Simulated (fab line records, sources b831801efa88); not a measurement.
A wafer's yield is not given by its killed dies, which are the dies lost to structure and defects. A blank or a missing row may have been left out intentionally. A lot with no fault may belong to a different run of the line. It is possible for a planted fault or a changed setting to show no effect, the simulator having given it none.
Code-filled problem report in 8D (eight disciplines) form || flow sky130 || the parts of the form that need people (team, actions taken, sign-off) are left out

== 1. PROBLEM STATEMENT ==
Across 6 wafers from 2 lots, LDD_P_TW at SKY_LDD_P_TW_MEAS_11 averages 586.1, while fault-free wafers read 636.2 with a standard deviation of 2.6. Relative to the usual mean, that is a shift of -19 standard deviations.
The first sign was on wafer L638.1 at day 24 12:34, on filmMetro-02. The record holds 36 wafers of 12 lots with a number at this step. Rule for "out", or "out of limits": more than 4 standard deviations from the usual mean. Any other wafer with a number is counted as sound.

== 2. WHAT IT IS AND WHAT IT IS NOT ==
{"question": "which readings at this step", "is": "LDD_P_TW", "is not": "-"}
{"question": "which lots", "is": "L638, L640", "is not": "L623, L624, L626, L629, L630, L632, L635, L639, L643, L644"}
{"question": "which wafers of those lots", "is": "all that have a number", "is not": "-"}
{"question": "read on which gauges", "is": "filmMetro-01, filmMetro-02", "is not": "filmMetro-04"}
{"question": "when", "is": "from day 24 12:34", "is not": "up to then (21 sound wafers); but 9 sound wafers of L639, L643, L644 came after"}

== 3. WHAT RULES OUT EACH SUSPECT ==
Counting: a tool at a process step up to the reading stays a suspect if it ran every lot that is out and no sound lot after the first of them.
- the gauge at SKY_LDD_P_TW_MEAS_11 has been ruled out. Those wafers that are out were read across 2 gauges (filmMetro-01, filmMetro-02).
- implanter-03 at SKY_LDD_P_IMPLANT_09: kept. It processed each lot that is out, first L638 at day 24 12:19, and no sound lot thereafter; up to then, the last sound lot it processed was L635 at day 24 03:40. Its own beamOnS, faradayCurrentUA readings are out on those wafers.
The count leaves implanter-03 at SKY_LDD_P_IMPLANT_09.

== 4. THE CAUSE (what the simulator had put in) ==
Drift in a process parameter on implanter-03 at SKY_LDD_P_IMPLANT_09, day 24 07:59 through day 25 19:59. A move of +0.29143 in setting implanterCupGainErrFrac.
Counting left only this tool.

== 5. THE CHAIN OF EFFECTS, in route order ==
Each row: a reading where the mean over the struck wafers with a number is more than 3 standard deviations away from the usual. Only readings for which the record gives a usual standard deviation are gone through. hours: the time from each lot's start at the first step in this table that gives one to its start at this step, as a median over the lots. sigmas: the change in usual standard deviations.
{"hours": 0, "step": "SKY_LDD_P_IMPLANT_09", "reading": "beamOnS", "usual": "9.98 s", "on struck wafers": 7.72, "change": -2.26, "sigmas": -12}
{"hours": 0, "step": "SKY_LDD_P_IMPLANT_09", "reading": "faradayCurrentUA", "usual": 56.5, "on struck wafers": 73.0, "change": "+16.5", "sigmas": "+16"}
{"hours": 0, "step": "SKY_LDD_P_TW_MEAS_11", "reading": "LDD_P_TW", "usual": 636.2, "on struck wafers": 586.1, "change": -50.1, "sigmas": -19}
The process steps in it:
- SKY_LDD_P_IMPLANT_09
At these later measuring or inspecting steps, every struck wafer for which the step has a row has a number for every such reading, and none has moved that far: SKY_LI_CONTACT_CD_MEAS_12, SKY_CONTACT_THK_MEAS_03.

== 6. WHAT WOULD HAVE CAUGHT IT SOONER ==
5 hours passed between the start of the fault at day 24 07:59 and the first reading out of limits at a measuring or inspecting step in this record, taken at day 24 12:34.
Tool's own readings at SKY_LDD_P_IMPLANT_09, beamOnS, faradayCurrentUA: out on all struck wafers the step has rows for; an alarm limit on them would have tripped on the first.
L640, from the lots that are out (2), started SKY_LDD_P_IMPLANT_09 on implanter-03 later than day 24 12:34. Had the tool been put on hold then, it would have been spared.
